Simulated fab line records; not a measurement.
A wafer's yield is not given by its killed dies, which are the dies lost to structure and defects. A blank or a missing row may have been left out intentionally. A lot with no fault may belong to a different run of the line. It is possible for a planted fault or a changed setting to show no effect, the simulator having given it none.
Matching of chambers	flow sky130	3 sister chambers for SKY_CONTACT_CVD_00 on pecvd-01
The step deposits Si3N4, target thk 75 nm. 6 wafers are shown with their chamber, then 10 later ones without.

== WAFERS PAIRED WITH THEIR CHAMBERS ==
wafer	chamber	heater_power_w (W)
L083.2	1	667
L083.4	1	663
L085.2	0	671
L085.4	2	850
L088.2	0	623
L088.3	2	811

== WAFERS MISSING THEIR CHAMBER ==
wafer	heater_power_w (W)
L088.5	626
L093.2	807
L093.5	646
L093.6	707
L094.4	682
L094.5	826
L094.6	649
L097.1	560
L097.4	651
L097.6	742

== WHICH CHAMBER EACH ONE RAN IN ==
wafer	from the rows above	in truth
L088.5	can't be placed: 0 or 1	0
L093.2	2	2
L093.5	can't be placed: 0 or 1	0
L093.6	can't be placed: 1 or 0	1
L094.4	can't be placed: 1 or 0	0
L094.5	2	2
L094.6	can't be placed: 0 or 1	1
L097.1	can't be placed: 0 or 1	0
L097.4	can't be placed: 0 or 1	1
L097.6	can't be placed: 1 or 2 or 0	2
Correctly placed: 2 of 10. Unplaceable from these rows: 8, with the true chamber sitting among the candidates in 8. Wrongly placed: 0.
How it was worked out, from the rows above alone: a wafer's distance from a chamber is the root of the sum, over the readings, of the square of ((its reading less the chamber's mean) divided by the reading's scatter). If the next closest chamber is less than 2 further off than the closest, the wafer can't be placed; otherwise it belongs to the closest. A chamber's mean is the mean of its shown wafers. The scatter is the square root of a quotient: the sum, over the shown wafers, of each reading's squared deviation from its chamber's mean, divided by wafers minus chambers.
